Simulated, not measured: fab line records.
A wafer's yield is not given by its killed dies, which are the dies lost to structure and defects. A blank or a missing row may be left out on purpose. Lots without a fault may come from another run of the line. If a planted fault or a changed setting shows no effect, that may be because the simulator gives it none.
The tool behind it: which one? :: flow gf180mcu :: 24 lots with 72 wafers sampled at 6 steps, on a route of 602 steps

## WHAT THE GAUGES READ, wafer by wafer
GF_M5_CD_MEAS_07: target cd 280 nm. Usual: 280.1 nm for cd_nm, sd 1.2.
lot: L074
measured: day 26 12:15
on: cd_sem-02
cd_nm (nm): 279.3 279.7 279.8
flag: 

lot: L075
measured: day 27 03:11
on: cd_sem-02
cd_nm (nm): 279.6 280.2 279.9
flag: 

lot: L076
measured: day 27 08:51
on: cd_sem-02
cd_nm (nm): 281.2 281.9 280.6
flag: 

lot: L077
measured: day 27 17:09
on: cd_sem-02
cd_nm (nm): 279.5 278.5 279.1
flag: 

lot: L078
measured: day 27 22:08
on: cd_sem-02
cd_nm (nm): 279.5 279.6 279.9
flag: 

lot: L079
measured: day 28 11:19
on: cd_sem-02
cd_nm (nm): 280.9 281.3 281.0
flag: 

lot: L080
measured: day 28 13:52
on: cd_sem-02
cd_nm (nm): 280.5 280.3 280.6
flag: 

lot: L081
measured: day 29 07:23
on: cd_sem-02
cd_nm (nm): 278.8 279.2 278.3
flag: 

lot: L082
measured: day 29 11:56
on: cd_sem-02
cd_nm (nm): 279.4 281.5 280.2
flag: 

lot: L083
measured: day 29 14:23
on: cd_sem-02
cd_nm (nm): 280.2 280.9 281.2
flag: 

lot: L084
measured: day 29 22:53
on: cd_sem-01
cd_nm (nm): 280.5 280.9 280.8
flag: 

lot: L085
measured: day 30 01:34
on: cd_sem-01
cd_nm (nm): 279.5 280.0 280.6
flag: 

lot: L086
measured: day 30 11:17
on: cd_sem-02
cd_nm (nm): 281.7 280.2 279.3
flag: 

lot: L087
measured: day 30 18:33
on: cd_sem-01
cd_nm (nm): 280.0 280.1 280.3
flag: 

lot: L088
measured: day 31 04:38
on: cd_sem-01
cd_nm (nm): 281.6 281.8 281.6
flag: 

lot: L089
measured: day 31 06:13
on: cd_sem-01
cd_nm (nm): 278.6 277.8 277.8
flag: 

lot: L090
measured: day 31 13:10
on: cd_sem-01
cd_nm (nm): 279.6 278.0 279.0
flag: 

lot: L091
measured: day 31 17:38
on: cd_sem-01
cd_nm (nm): 280.7 281.3 280.4
flag: 

lot: L092
measured: day 32 03:55
on: cd_sem-01
cd_nm (nm): 281.4 280.4 281.7
flag: 

lot: L093
measured: day 32 05:32
on: cd_sem-02
cd_nm (nm): 280.2 279.1 282.2
flag: 

lot: L094
measured: day 32 11:49
on: cd_sem-01
cd_nm (nm): 278.4 278.7 277.9
flag: 

lot: L095
measured: day 32 20:20
on: cd_sem-02
cd_nm (nm): 280.3 278.8 280.3
flag: 

lot: L096
measured: day 32 22:47
on: cd_sem-02
cd_nm (nm): 282.0 281.6 281.1
flag: 

lot: L097
measured: day 33 01:47
on: cd_sem-02
cd_nm (nm): 281.0 279.7 279.5
flag: 

## EACH LOT AND THE TOOL THAT RAN IT (in order: tool; ch and the chambers of the sampled wafers; start)
lot: L074
GF_CONTACT_STRIP_18: plasma_asher-04 ch 0,1, day 16 02:45
GF_M3_METAL_ETCH_16: rie_metal-03 ch 0,1, day 21 13:05
GF_V3_ETCH_17: rie_diel-04 ch 0,2, day 22 14:22 or earlier
GF_V3_STRIP_18: plasma_asher-04 ch 0,1, day 22 14:22
GF_MIM_SPUTTER_02: pvd_sputter-02, day 24 16:35

lot: L075
GF_CONTACT_STRIP_18: plasma_asher-04 ch 0,1, day 16 20:47
GF_M3_METAL_ETCH_16: rie_metal-03 ch 0,1, day 22 06:11
GF_V3_ETCH_17: rie_diel-04 ch 2,3, day 23 07:07 or earlier
GF_V3_STRIP_18: plasma_asher-03 ch 0,1, day 23 07:07
GF_MIM_SPUTTER_02: pvd_sputter-02, day 25 08:06

lot: L076
GF_CONTACT_STRIP_18: plasma_asher-02 ch 0,1, day 17 01:12
GF_M3_METAL_ETCH_16: rie_metal-04 ch 0,1, day 22 11:41
GF_V3_ETCH_17: rie_diel-04 ch 0,1, day 23 12:34 or earlier
GF_V3_STRIP_18: plasma_asher-04 ch 0,1, day 23 12:34
GF_MIM_SPUTTER_02: pvd_sputter-02, day 25 14:02

lot: L077
GF_CONTACT_STRIP_18: plasma_asher-02 ch 0,1, day 17 13:17
GF_M3_METAL_ETCH_16: rie_metal-04 ch 0,1, day 22 21:55
GF_V3_ETCH_17: rie_diel-01 ch 1,2,3, day 23 22:19 or earlier
GF_V3_STRIP_18: plasma_asher-02 ch 0,1, day 23 22:19
GF_MIM_SPUTTER_02: pvd_sputter-04, day 25 22:46

lot: L078
GF_CONTACT_STRIP_18: plasma_asher-04 ch 0,1, day 17 19:05
GF_M3_METAL_ETCH_16: rie_metal-03 ch 1, day 23 04:28
GF_V3_ETCH_17: rie_diel-02 ch 1,3, day 24 05:01 or earlier
GF_V3_STRIP_18: plasma_asher-02 ch 0,1, day 24 05:01
GF_MIM_SPUTTER_02: pvd_sputter-01, day 26 04:54

lot: L079
GF_CONTACT_STRIP_18: plasma_asher-04 ch 0,1, day 18 10:11
GF_M3_METAL_ETCH_16: rie_metal-04 ch 0,1, day 23 18:26
GF_V3_ETCH_17: rie_diel-04 ch 0,1,3, day 24 18:03 or earlier
GF_V3_STRIP_18: plasma_asher-02 ch 0,1, day 24 18:03
GF_MIM_SPUTTER_02: pvd_sputter-02, day 26 17:36

lot: L080
GF_CONTACT_STRIP_18: plasma_asher-04 ch 0,1, day 18 14:39
GF_M3_METAL_ETCH_16: rie_metal-01 ch 0,1, day 23 21:10
GF_V3_ETCH_17: rie_diel-01 ch 1,2,3, day 24 21:19 or earlier
GF_V3_STRIP_18: plasma_asher-02 ch 0,1, day 24 21:19
GF_MIM_SPUTTER_02: pvd_sputter-04, day 26 21:16

lot: L081
GF_CONTACT_STRIP_18: plasma_asher-02 ch 0,1, day 19 12:35
GF_M3_METAL_ETCH_16: rie_metal-04 ch 0,1, day 24 17:49
GF_V3_ETCH_17: rie_diel-04 ch 0,1,3, day 25 16:40 or earlier
GF_V3_STRIP_18: plasma_asher-03 ch 0,1, day 25 16:40
GF_MIM_SPUTTER_02: pvd_sputter-01, day 27 15:04

lot: L082
GF_CONTACT_STRIP_18: plasma_asher-02 ch 0,1, day 19 20:08
GF_M3_METAL_ETCH_16: rie_metal-03 ch 0,1, day 24 23:35
GF_V3_ETCH_17: rie_diel-02 ch 2,3, day 25 22:45 or earlier
GF_V3_STRIP_18: plasma_asher-02 ch 0,1, day 25 22:45
GF_MIM_SPUTTER_02: pvd_sputter-02, day 27 21:06

lot: L083
GF_CONTACT_STRIP_18: plasma_asher-02 ch 0,1, day 19 20:37
GF_M3_METAL_ETCH_16: rie_metal-01 ch 0,1, day 25 01:56
GF_V3_ETCH_17: rie_diel-01 ch 0,2,3, day 26 00:05 or earlier
GF_V3_STRIP_18: plasma_asher-03 ch 0,1, day 26 00:05
GF_MIM_SPUTTER_02: pvd_sputter-02, day 27 23:02

lot: L084
GF_CONTACT_STRIP_18: plasma_asher-04 ch 0,1, day 20 05:02
GF_M3_METAL_ETCH_16: rie_metal-03 ch 0,1, day 25 11:58
GF_V3_ETCH_17: rie_diel-04 ch 0,1,2, day 26 10:46 or earlier
GF_V3_STRIP_18: plasma_asher-04 ch 0,1, day 26 10:46
GF_MIM_SPUTTER_02: pvd_sputter-01, day 28 07:19

lot: L085
GF_CONTACT_STRIP_18: plasma_asher-02 ch 0,1, day 20 09:44
GF_M3_METAL_ETCH_16: rie_metal-01 ch 0,1, day 25 13:32
GF_V3_ETCH_17: rie_diel-01 ch 1,2, day 26 12:54 or earlier
GF_V3_STRIP_18: plasma_asher-03 ch 0,1, day 26 12:54
GF_MIM_SPUTTER_02: pvd_sputter-04, day 28 10:49

lot: L086
GF_CONTACT_STRIP_18: plasma_asher-04 ch 1, day 21 01:08
GF_M3_METAL_ETCH_16: rie_metal-03 ch 1, day 26 01:47
GF_V3_ETCH_17: rie_diel-04 ch 0,1,3, day 27 00:16 or earlier
GF_V3_STRIP_18: plasma_asher-04 ch 0,1, day 27 00:16
GF_MIM_SPUTTER_02: pvd_sputter-01, day 28 20:29

lot: L087
GF_CONTACT_STRIP_18: plasma_asher-02 ch 0,1, day 21 10:02
GF_M3_METAL_ETCH_16: rie_metal-04 ch 0,1, day 26 11:08
GF_V3_ETCH_17: rie_diel-04 ch 0,1,3, day 27 09:49 or earlier
GF_V3_STRIP_18: plasma_asher-04 ch 0,1, day 27 09:49
GF_MIM_SPUTTER_02: pvd_sputter-02, day 29 05:31

lot: L088
GF_CONTACT_STRIP_18: plasma_asher-02 ch 0,1, day 21 18:32
GF_M3_METAL_ETCH_16: rie_metal-03 ch 0,1, day 26 18:20
GF_V3_ETCH_17: rie_diel-02 ch 2,3, day 27 18:55 or earlier
GF_V3_STRIP_18: plasma_asher-02 ch 0,1, day 27 18:55
GF_MIM_SPUTTER_02: pvd_sputter-01, day 29 14:59

lot: L089
GF_CONTACT_STRIP_18: plasma_asher-04 ch 0,1, day 21 22:56
GF_M3_METAL_ETCH_16: rie_metal-03 ch 0,1, day 26 22:35
GF_V3_ETCH_17: rie_diel-02 ch 0,2, day 27 20:31 or earlier
GF_V3_STRIP_18: plasma_asher-02 ch 0, day 27 20:31
GF_MIM_SPUTTER_02: pvd_sputter-02, day 29 16:10

lot: L090
GF_CONTACT_STRIP_18: plasma_asher-02 ch 0,1, day 22 09:14
GF_M3_METAL_ETCH_16: rie_metal-04 ch 0,1, day 27 07:05
GF_V3_ETCH_17: rie_diel-04 ch 0,1,2, day 28 04:50 or earlier
GF_V3_STRIP_18: plasma_asher-04 ch 0,1, day 28 04:50
GF_MIM_SPUTTER_02: pvd_sputter-01, day 30 00:07

lot: L091
GF_CONTACT_STRIP_18: plasma_asher-02 ch 0,1, day 22 15:15
GF_M3_METAL_ETCH_16: rie_metal-04 ch 0,1, day 27 12:10
GF_V3_ETCH_17: rie_diel-04 ch 1,2,3, day 28 09:43 or earlier
GF_V3_STRIP_18: plasma_asher-02 ch 0,1, day 28 09:43
GF_MIM_SPUTTER_02: pvd_sputter-04, day 30 04:55

lot: L092
GF_CONTACT_STRIP_18: plasma_asher-04 ch 0,1, day 23 04:26
GF_M3_METAL_ETCH_16: rie_metal-01 ch 0,1, day 27 22:57
GF_V3_ETCH_17: rie_diel-02 ch 0,1, day 28 20:55 or earlier
GF_V3_STRIP_18: plasma_asher-02 ch 0,1, day 28 20:55
GF_MIM_SPUTTER_02: pvd_sputter-01, day 30 16:07

lot: L093
GF_CONTACT_STRIP_18: plasma_asher-01 ch 0,1, day 23 08:49
GF_M3_METAL_ETCH_16: rie_metal-03 ch 0,1, day 28 03:02
GF_V3_ETCH_17: rie_diel-04 ch 1,2,3, day 28 23:54 or earlier
GF_V3_STRIP_18: plasma_asher-04 ch 0,1, day 28 23:54
GF_MIM_SPUTTER_02: pvd_sputter-01, day 30 18:13

lot: L094
GF_CONTACT_STRIP_18: plasma_asher-01 ch 0,1, day 23 15:26
GF_M3_METAL_ETCH_16: rie_metal-01 ch 0,1, day 28 08:59
GF_V3_ETCH_17: rie_diel-04 ch 0,1,2, day 29 05:40 or earlier
GF_V3_STRIP_18: plasma_asher-04 ch 0,1, day 29 05:40
GF_MIM_SPUTTER_02: pvd_sputter-02, day 31 00:13

lot: L095
GF_CONTACT_STRIP_18: plasma_asher-02 ch 0,1, day 24 04:02
GF_M3_METAL_ETCH_16: rie_metal-01 ch 1, day 28 19:20
GF_V3_ETCH_17: rie_diel-01 ch 1,2, day 29 16:01 or earlier
GF_V3_STRIP_18: plasma_asher-02 ch 0,1, day 29 16:01
GF_MIM_SPUTTER_02: pvd_sputter-04, day 31 09:34

lot: L096
GF_CONTACT_STRIP_18: plasma_asher-04 ch 0,1, day 24 05:57
GF_M3_METAL_ETCH_16: rie_metal-03 ch 0,1, day 28 21:57
GF_V3_ETCH_17: rie_diel-02 ch 1,2,3, day 29 18:37 or earlier
GF_V3_STRIP_18: plasma_asher-04 ch 0,1, day 29 18:37
GF_MIM_SPUTTER_02: pvd_sputter-02, day 31 11:27

lot: L097
GF_CONTACT_STRIP_18: plasma_asher-02 ch 0, day 24 11:35
GF_M3_METAL_ETCH_16: rie_metal-01 ch 1, day 29 02:44
GF_V3_ETCH_17: rie_diel-04 ch 2,3, day 29 23:28 or earlier
GF_V3_STRIP_18: plasma_asher-02 ch 0,1, day 29 23:28
GF_MIM_SPUTTER_02: pvd_sputter-01, day 31 16:47
- GF_CONTACT_STRIP_18: strips in O2/N2.
- GF_M3_METAL_ETCH_16: etches the open film in Cl2/BCl3, stops on SiO2, target depth 750.8 nm, time 125.1 s.
- GF_V3_ETCH_17: etches SiO2 in C4F8/O2/Ar, stops on TiN, target depth 635 nm.
- GF_V3_STRIP_18: strips in O2/N2.
- GF_MIM_SPUTTER_02: material AlCu, target thk 450 nm, time 23.9 s.

## WHAT THE TOOLS THEMSELVES READ (means of the sampled wafers that have a number; where no wafer has one, the mark that the record gives instead)
GF_CONTACT_STRIP_18. Usual: drypump_motor_current_A 5.38 A, standard deviation 0.29; heater_power_w 306 W, standard deviation 29; oes_product_au 0.580 a.u., standard deviation 0.0051.
lot: L074
tool: plasma_asher-04
drypump_motor_current_A (A): 5.07
heater_power_w (W): 310
oes_product_au (a.u.): 0.582
flag: 

lot: L075
tool: plasma_asher-04
drypump_motor_current_A (A): 5.04
heater_power_w (W): 317
oes_product_au (a.u.): 0.577
flag: 

lot: L076
tool: plasma_asher-02
drypump_motor_current_A (A): 5.52
heater_power_w (W): 291
oes_product_au (a.u.): 0.573
flag: 

lot: L077
tool: plasma_asher-02
drypump_motor_current_A (A): 5.54
heater_power_w (W): 292
oes_product_au (a.u.): 0.580
flag: 

lot: L078
tool: plasma_asher-04
drypump_motor_current_A (A): 5.04
heater_power_w (W): 312
oes_product_au (a.u.): 0.584
flag: 

lot: L079
tool: plasma_asher-04
drypump_motor_current_A (A): 5.21
heater_power_w (W): 300
oes_product_au (a.u.): 0.578
flag: 

lot: L080
tool: plasma_asher-04
drypump_motor_current_A (A): 5.04
heater_power_w (W): 311
oes_product_au (a.u.): 0.577
flag: 

lot: L081
tool: plasma_asher-02
drypump_motor_current_A (A): 5.55
heater_power_w (W): 296
oes_product_au (a.u.): 0.575
flag: 

lot: L082
tool: plasma_asher-02
drypump_motor_current_A (A): 5.53
heater_power_w (W): 287
oes_product_au (a.u.): 0.582
flag: 

lot: L083
tool: plasma_asher-02
drypump_motor_current_A (A): 5.51
heater_power_w (W): 298
oes_product_au (a.u.): 0.582
flag: 

lot: L084
tool: plasma_asher-04
drypump_motor_current_A (A): 5.05
heater_power_w (W): 311
oes_product_au (a.u.): 0.581
flag: 

lot: L085
tool: plasma_asher-02
drypump_motor_current_A (A): 5.52
heater_power_w (W): 287
oes_product_au (a.u.): 0.578
flag: 

lot: L086
tool: plasma_asher-04
drypump_motor_current_A (A): 4.86
heater_power_w (W): 321
oes_product_au (a.u.): 0.581
flag: 

lot: L087
tool: plasma_asher-02
drypump_motor_current_A (A): 5.51
heater_power_w (W): 287
oes_product_au (a.u.): 0.580
flag: 

lot: L088
tool: plasma_asher-02
drypump_motor_current_A (A): 5.51
heater_power_w (W): 296
oes_product_au (a.u.): 0.581
flag: 

lot: L089
tool: plasma_asher-04
drypump_motor_current_A (A): 5.24
heater_power_w (W): 300
oes_product_au (a.u.): 0.579
flag: 

lot: L090
tool: plasma_asher-02
drypump_motor_current_A (A): 5.52
heater_power_w (W): 285
oes_product_au (a.u.): 0.582
flag: 

lot: L091
tool: plasma_asher-02
drypump_motor_current_A (A): 5.52
heater_power_w (W): 290
oes_product_au (a.u.): 0.579
flag: 

lot: L092
tool: plasma_asher-04
drypump_motor_current_A (A): 5.20
heater_power_w (W): 298
oes_product_au (a.u.): 0.580
flag: 

lot: L093
tool: plasma_asher-01
drypump_motor_current_A (A): 5.82
heater_power_w (W): 381
oes_product_au (a.u.): 0.576
flag: 

lot: L094
tool: plasma_asher-01
drypump_motor_current_A (A): 5.83
heater_power_w (W): 380
oes_product_au (a.u.): 0.582
flag: 

lot: L095
tool: plasma_asher-02
drypump_motor_current_A (A): 5.51
heater_power_w (W): 297
oes_product_au (a.u.): 0.582
flag: 

lot: L096
tool: plasma_asher-04
drypump_motor_current_A (A): 5.03
heater_power_w (W): 312
oes_product_au (a.u.): 0.580
flag: 

lot: L097
tool: plasma_asher-02
drypump_motor_current_A (A): 5.52
heater_power_w (W): 282
oes_product_au (a.u.): 0.576
flag: 

GF_M3_METAL_ETCH_16. Usual: drypump_motor_current_A 5.8 A, standard deviation 0.46; oes_product_au 0.990 a.u., standard deviation 0.0098; throttle_valve_pct 28.229 %, standard deviation 0.014.
lot: L074
tool: rie_metal-03
drypump_motor_current_A (A): 6.2
oes_product_au (a.u.): 0.995
throttle_valve_pct (%): 28.226
flag: 

lot: L075
tool: rie_metal-03
drypump_motor_current_A (A): 6.2
oes_product_au (a.u.): 0.989
throttle_valve_pct (%): 28.232
flag: 

lot: L076
tool: rie_metal-04
drypump_motor_current_A (A): 5.1
oes_product_au (a.u.): 0.976
throttle_valve_pct (%): 28.234
flag: 

lot: L077
tool: rie_metal-04
drypump_motor_current_A (A): 5.1
oes_product_au (a.u.): 0.980
throttle_valve_pct (%): 28.237
flag: 

lot: L078
tool: rie_metal-03
drypump_motor_current_A (A): 6.4
oes_product_au (a.u.): 0.993
throttle_valve_pct (%): 28.226
flag: 

lot: L079
tool: rie_metal-04
drypump_motor_current_A (A): 5.1
oes_product_au (a.u.): 0.977
throttle_valve_pct (%): 28.236
flag: 

lot: L080
tool: rie_metal-01
drypump_motor_current_A (A): 5.7
oes_product_au (a.u.): 0.997
throttle_valve_pct (%): 28.226
flag: 

lot: L081
tool: rie_metal-04
drypump_motor_current_A (A): 5.1
oes_product_au (a.u.): 0.983
throttle_valve_pct (%): 28.234
flag: 

lot: L082
tool: rie_metal-03
drypump_motor_current_A (A): 6.3
oes_product_au (a.u.): 0.992
throttle_valve_pct (%): 28.227
flag: 

lot: L083
tool: rie_metal-01
drypump_motor_current_A (A): 5.7
oes_product_au (a.u.): 0.994
throttle_valve_pct (%): 28.218
flag: 

lot: L084
tool: rie_metal-03
drypump_motor_current_A (A): 6.1
oes_product_au (a.u.): 0.989
throttle_valve_pct (%): 28.211
flag: 

lot: L085
tool: rie_metal-01
drypump_motor_current_A (A): 5.7
oes_product_au (a.u.): 0.993
throttle_valve_pct (%): 28.218
flag: 

lot: L086
tool: rie_metal-03
drypump_motor_current_A (A): 6.4
oes_product_au (a.u.): 0.998
throttle_valve_pct (%): 28.224
flag: 

lot: L087
tool: rie_metal-04
drypump_motor_current_A (A): 5.1
oes_product_au (a.u.): 0.986
throttle_valve_pct (%): 28.235
flag: 

lot: L088
tool: rie_metal-03
drypump_motor_current_A (A): 6.2
oes_product_au (a.u.): 0.995
throttle_valve_pct (%): 28.221
flag: 

lot: L089
tool: rie_metal-03
drypump_motor_current_A (A): 6.1
oes_product_au (a.u.): 0.993
throttle_valve_pct (%): 28.221
flag: 

lot: L090
tool: rie_metal-04
drypump_motor_current_A (A): 5.2
oes_product_au (a.u.): 0.981
throttle_valve_pct (%): 28.245
flag: 

lot: L091
tool: rie_metal-04
drypump_motor_current_A (A): 5.1
oes_product_au (a.u.): 0.982
throttle_valve_pct (%): 28.244
flag: 

lot: L092
tool: rie_metal-01
drypump_motor_current_A (A): 5.8
oes_product_au (a.u.): 0.989
throttle_valve_pct (%): 28.220
flag: 

lot: L093
tool: rie_metal-03
drypump_motor_current_A (A): 6.2
oes_product_au (a.u.): 0.996
throttle_valve_pct (%): 28.214
flag: 

lot: L094
tool: rie_metal-01
drypump_motor_current_A (A): 5.7
oes_product_au (a.u.): 0.993
throttle_valve_pct (%): 28.228
flag: 

lot: L095
tool: rie_metal-01
drypump_motor_current_A (A): 5.8
oes_product_au (a.u.): 1.001
throttle_valve_pct (%): 28.223
flag: 

lot: L096
tool: rie_metal-03
drypump_motor_current_A (A): 6.3
oes_product_au (a.u.): 0.998
throttle_valve_pct (%): 28.226
flag: 

lot: L097
tool: rie_metal-01
drypump_motor_current_A (A): 5.7
oes_product_au (a.u.): 1.000
throttle_valve_pct (%): 28.218
flag: 

GF_V3_ETCH_17. Usual: 0.856 a.u. for oes_product_au, sd 0.005.
lot: L074
tool: rie_diel-04
oes_product_au (a.u.): 0.852
flag: 

lot: L075
tool: rie_diel-04
oes_product_au (a.u.): 0.859
flag: 

lot: L076
tool: rie_diel-04
oes_product_au (a.u.): 0.857
flag: 

lot: L077
tool: rie_diel-01
oes_product_au (a.u.): 0.856
flag: 

lot: L078
tool: rie_diel-02
oes_product_au (a.u.): 0.859
flag: 

lot: L079
tool: rie_diel-04
oes_product_au (a.u.): 0.853
flag: 

lot: L080
tool: rie_diel-01
oes_product_au (a.u.): 0.861
flag: 

lot: L081
tool: rie_diel-04
oes_product_au (a.u.): 0.853
flag: 

lot: L082
tool: rie_diel-02
oes_product_au (a.u.): 0.857
flag: 

lot: L083
tool: rie_diel-01
oes_product_au (a.u.): 0.858
flag: 

lot: L084
tool: rie_diel-04
oes_product_au (a.u.): 0.862
flag: 

lot: L085
tool: rie_diel-01
oes_product_au (a.u.): 0.850
flag: 

lot: L086
tool: rie_diel-04
oes_product_au (a.u.): 0.856
flag: 

lot: L087
tool: rie_diel-04
oes_product_au (a.u.): 0.859
flag: 

lot: L088
tool: rie_diel-02
oes_product_au (a.u.): 0.856
flag: 

lot: L089
tool: rie_diel-02
oes_product_au (a.u.): 0.856
flag: 

lot: L090
tool: rie_diel-04
oes_product_au (a.u.): 0.858
flag: 

lot: L091
tool: rie_diel-04
oes_product_au (a.u.): 0.854
flag: 

lot: L092
tool: rie_diel-02
oes_product_au (a.u.): 0.859
flag: 

lot: L093
tool: rie_diel-04
oes_product_au (a.u.): 0.853
flag: 

lot: L094
tool: rie_diel-04
oes_product_au (a.u.): 0.856
flag: 

lot: L095
tool: rie_diel-01
oes_product_au (a.u.): 0.854
flag: 

lot: L096
tool: rie_diel-02
oes_product_au (a.u.): 0.856
flag: 

lot: L097
tool: rie_diel-04
oes_product_au (a.u.): 0.857
flag: 

GF_V3_STRIP_18. Usual: drypump_motor_current_A 5.5 A, standard deviation 0.45; heater_power_w 310 W, standard deviation 30; oes_product_au 0.593 a.u., standard deviation 0.0046.
lot: L074
tool: plasma_asher-04
drypump_motor_current_A (A): 5.1
heater_power_w (W): 316
oes_product_au (a.u.): 0.592
flag: 

lot: L075
tool: plasma_asher-03
drypump_motor_current_A (A): 6.4
heater_power_w (W): 366
oes_product_au (a.u.): 0.594
flag: 

lot: L076
tool: plasma_asher-04
drypump_motor_current_A (A): 5.3
heater_power_w (W): 305
oes_product_au (a.u.): 0.597
flag: 

lot: L077
tool: plasma_asher-02
drypump_motor_current_A (A): 5.5
heater_power_w (W): 294
oes_product_au (a.u.): 0.595
flag: 

lot: L078
tool: plasma_asher-02
drypump_motor_current_A (A): 5.5
heater_power_w (W): 287
oes_product_au (a.u.): 0.593
flag: 

lot: L079
tool: plasma_asher-02
drypump_motor_current_A (A): 5.5
heater_power_w (W): 289
oes_product_au (a.u.): 0.591
flag: 

lot: L080
tool: plasma_asher-02
drypump_motor_current_A (A): 5.6
heater_power_w (W): 297
oes_product_au (a.u.): 0.592
flag: 

lot: L081
tool: plasma_asher-03
drypump_motor_current_A (A): 6.4
heater_power_w (W): 347
oes_product_au (a.u.): 0.596
flag: 

lot: L082
tool: plasma_asher-02
drypump_motor_current_A (A): 5.5
heater_power_w (W): 293
oes_product_au (a.u.): 0.593
flag: 

lot: L083
tool: plasma_asher-03
drypump_motor_current_A (A): 6.3
heater_power_w (W): 352
oes_product_au (a.u.): 0.596
flag: 

lot: L084
tool: plasma_asher-04
drypump_motor_current_A (A): 5.2
heater_power_w (W): 304
oes_product_au (a.u.): 0.594
flag: 

lot: L085
tool: plasma_asher-03
drypump_motor_current_A (A): 6.4
heater_power_w (W): 341
oes_product_au (a.u.): 0.594
flag: 

lot: L086
tool: plasma_asher-04
drypump_motor_current_A (A): 5.0
heater_power_w (W): 315
oes_product_au (a.u.): 0.594
flag: 

lot: L087
tool: plasma_asher-04
drypump_motor_current_A (A): 5.2
heater_power_w (W): 301
oes_product_au (a.u.): 0.588
flag: 

lot: L088
tool: plasma_asher-02
drypump_motor_current_A (A): 5.5
heater_power_w (W): 299
oes_product_au (a.u.): 0.592
flag: 

lot: L089
tool: plasma_asher-02
drypump_motor_current_A (A): 5.5
heater_power_w (W): 281
oes_product_au (a.u.): 0.595
flag: 

lot: L090
tool: plasma_asher-04
drypump_motor_current_A (A): 5.2
heater_power_w (W): 303
oes_product_au (a.u.): 0.590
flag: 

lot: L091
tool: plasma_asher-02
drypump_motor_current_A (A): 5.5
heater_power_w (W): 291
oes_product_au (a.u.): 0.591
flag: 

lot: L092
tool: plasma_asher-02
drypump_motor_current_A (A): 5.6
heater_power_w (W): 295
oes_product_au (a.u.): 0.591
flag: 

lot: L093
tool: plasma_asher-04
drypump_motor_current_A (A): 5.1
heater_power_w (W): 317
oes_product_au (a.u.): 0.589
flag: 

lot: L094
tool: plasma_asher-04
drypump_motor_current_A (A): 5.0
heater_power_w (W): 312
oes_product_au (a.u.): 0.593
flag: 

lot: L095
tool: plasma_asher-02
drypump_motor_current_A (A): 5.5
heater_power_w (W): 297
oes_product_au (a.u.): 0.591
flag: 

lot: L096
tool: plasma_asher-04
drypump_motor_current_A (A): 5.1
heater_power_w (W): 312
oes_product_au (a.u.): 0.592
flag: 

lot: L097
tool: plasma_asher-02
drypump_motor_current_A (A): 5.5
heater_power_w (W): 287
oes_product_au (a.u.): 0.593
flag: 

GF_MIM_SPUTTER_02. Usual: cathode_dc_power_W 10600 W, standard deviation 2; chamber_pressure_pa 0.4001 Pa, standard deviation 0.00083; throttle_valve_pct 29.8 %, standard deviation 1.
lot: L074
tool: pvd_sputter-02
cathode_dc_power_W (W): 10601
chamber_pressure_pa (Pa): 0.4000
throttle_valve_pct (%): 29.2
flag: 

lot: L075
tool: pvd_sputter-02
cathode_dc_power_W (W): 10600
chamber_pressure_pa (Pa): 0.4004
throttle_valve_pct (%): 29.6
flag: 

lot: L076
tool: pvd_sputter-02
cathode_dc_power_W (W): 10601
chamber_pressure_pa (Pa): 0.4004
throttle_valve_pct (%): 29.3
flag: 

lot: L077
tool: pvd_sputter-04
cathode_dc_power_W (W): 10602
chamber_pressure_pa (Pa): 0.3998
throttle_valve_pct (%): 30.3
flag: 

lot: L078
tool: pvd_sputter-01
cathode_dc_power_W (W): 10598
chamber_pressure_pa (Pa): 0.4002
throttle_valve_pct (%): 30.0
flag: 

lot: L079
tool: pvd_sputter-02
cathode_dc_power_W (W): 10601
chamber_pressure_pa (Pa): 0.3998
throttle_valve_pct (%): 29.5
flag: 

lot: L080
tool: pvd_sputter-04
cathode_dc_power_W (W): 10599
chamber_pressure_pa (Pa): 0.4003
throttle_valve_pct (%): 29.5
flag: 

lot: L081
tool: pvd_sputter-01
cathode_dc_power_W (W): 10602
chamber_pressure_pa (Pa): 0.3992
throttle_valve_pct (%): 30.4
flag: 

lot: L082
tool: pvd_sputter-02
cathode_dc_power_W (W): 10599
chamber_pressure_pa (Pa): 0.4006
throttle_valve_pct (%): 29.7
flag: 

lot: L083
tool: pvd_sputter-02
cathode_dc_power_W (W): 10600
chamber_pressure_pa (Pa): 0.4004
throttle_valve_pct (%): 29.5
flag: 

lot: L084
tool: pvd_sputter-01
cathode_dc_power_W (W): 10599
chamber_pressure_pa (Pa): 0.3994
throttle_valve_pct (%): 30.0
flag: 

lot: L085
tool: pvd_sputter-04
cathode_dc_power_W (W): 10603
chamber_pressure_pa (Pa): 0.3997
throttle_valve_pct (%): 30.0
flag: 

lot: L086
tool: pvd_sputter-01
cathode_dc_power_W (W): 10599
chamber_pressure_pa (Pa): 0.4008
throttle_valve_pct (%): 30.9
flag: 

lot: L087
tool: pvd_sputter-02
cathode_dc_power_W (W): 10599
chamber_pressure_pa (Pa): 0.3999
throttle_valve_pct (%): 29.6
flag: 

lot: L088
tool: pvd_sputter-01
cathode_dc_power_W (W): 10599
chamber_pressure_pa (Pa): 0.4004
throttle_valve_pct (%): 30.0
flag: 

lot: L089
tool: pvd_sputter-02
cathode_dc_power_W (W): 10599
chamber_pressure_pa (Pa): 0.3998
throttle_valve_pct (%): 29.1
flag: 

lot: L090
tool: pvd_sputter-01
cathode_dc_power_W (W): 10600
chamber_pressure_pa (Pa): 0.4002
throttle_valve_pct (%): 30.9
flag: 

lot: L091
tool: pvd_sputter-04
cathode_dc_power_W (W): 10600
chamber_pressure_pa (Pa): 0.4001
throttle_valve_pct (%): 30.1
flag: 

lot: L092
tool: pvd_sputter-01
cathode_dc_power_W (W): 10601
chamber_pressure_pa (Pa): 0.3996
throttle_valve_pct (%): 29.9
flag: 

lot: L093
tool: pvd_sputter-01
cathode_dc_power_W (W): 10599
chamber_pressure_pa (Pa): 0.4003
throttle_valve_pct (%): 30.0
flag: 

lot: L094
tool: pvd_sputter-02
cathode_dc_power_W (W): 10598
chamber_pressure_pa (Pa): 0.3999
throttle_valve_pct (%): 29.7
flag: 

lot: L095
tool: pvd_sputter-04
cathode_dc_power_W (W): 10600
chamber_pressure_pa (Pa): 0.4004
throttle_valve_pct (%): 30.0
flag: 

lot: L096
tool: pvd_sputter-02
cathode_dc_power_W (W): 10597
chamber_pressure_pa (Pa): 0.4003
throttle_valve_pct (%): 28.8
flag: 

lot: L097
tool: pvd_sputter-01
cathode_dc_power_W (W): 10599
chamber_pressure_pa (Pa): 0.4001
throttle_valve_pct (%): 30.5
flag: 

## THE ANSWER, worked out from the rows above alone
Rule: a lot is off if the mean of its wafers that have a number lies more than 3 standard deviations from the usual mean. Also off: a lot with no number at a reading for which 4 or more lots have one. Any other lot the step has rows for is counted as sound. The gauges are gone through in route order, then the tools' own readings, and for those a lot's mean is taken as printed above. The first step at which some lot is off is used, and at that step the reading that is off furthest; a lot without a number counts as furthest.
Nothing can be told from this: no lot is off at any reading shown.

## WHAT THE SIMULATOR PUT IN
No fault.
